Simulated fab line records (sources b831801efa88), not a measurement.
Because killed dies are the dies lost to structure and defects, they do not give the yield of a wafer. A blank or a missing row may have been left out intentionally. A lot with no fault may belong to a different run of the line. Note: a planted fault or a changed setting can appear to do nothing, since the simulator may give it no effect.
Chamber matching / flow sky130 / SKY_SONOS_ONO_ETCH_15 on rie-diel-03 has 4 sister chambers
The step etches the open film in CHF3/O2, target depth 19.52 nm, time 7.8 s. 4 wafers are shown with their chamber, then 7 later ones without.

== WAFERS, EACH WITH ITS CHAMBER ==
wafer=L398.1; chamber=0; drypump-motor-current-A (A)=5.9
wafer=L416.1; chamber=2; drypump-motor-current-A (A)=5.3
wafer=L418.1; chamber=1; drypump-motor-current-A (A)=5.1
wafer=L418.3; chamber=3; drypump-motor-current-A (A)=6.7

== WAFERS WITH NO CHAMBER GIVEN ==
wafer=L418.6; drypump-motor-current-A (A)=5.9
wafer=L419.1; drypump-motor-current-A (A)=5.9
wafer=L419.2; drypump-motor-current-A (A)=5.2
wafer=L419.4; drypump-motor-current-A (A)=6.7
wafer=L420.1; drypump-motor-current-A (A)=6.6
wafer=L420.2; drypump-motor-current-A (A)=5.2
wafer=L420.4; drypump-motor-current-A (A)=5.9

== WHICH CHAMBER EACH ONE RAN IN ==
wafer=L418.6; from the rows above=0; in truth=0
wafer=L419.1; from the rows above=0; in truth=0
wafer=L419.2; from the rows above=can't be placed: 2 or 1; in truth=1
wafer=L419.4; from the rows above=3; in truth=3
wafer=L420.1; from the rows above=3; in truth=3
wafer=L420.2; from the rows above=can't be placed: 2 or 1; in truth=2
wafer=L420.4; from the rows above=0; in truth=0
Placed correctly: 5 of 7. Cannot be placed on the basis of these rows: 2; the candidates contain the true chamber in 2. Placed wrongly: 0.
How it was worked out, from the rows above alone: a wafer's distance from a chamber is the root of the sum, over the readings, of the square of ((its reading less the chamber's mean) divided by the reading's scatter). If the next closest chamber is less than 2 further off than the closest, the wafer can't be placed; otherwise it belongs to the closest. For every chamber, the mean is computed from those of its wafers that are shown. The scatter: root of mean squared gap, hidden wafer to nearest shown wafer, with one shown wafer a chamber.
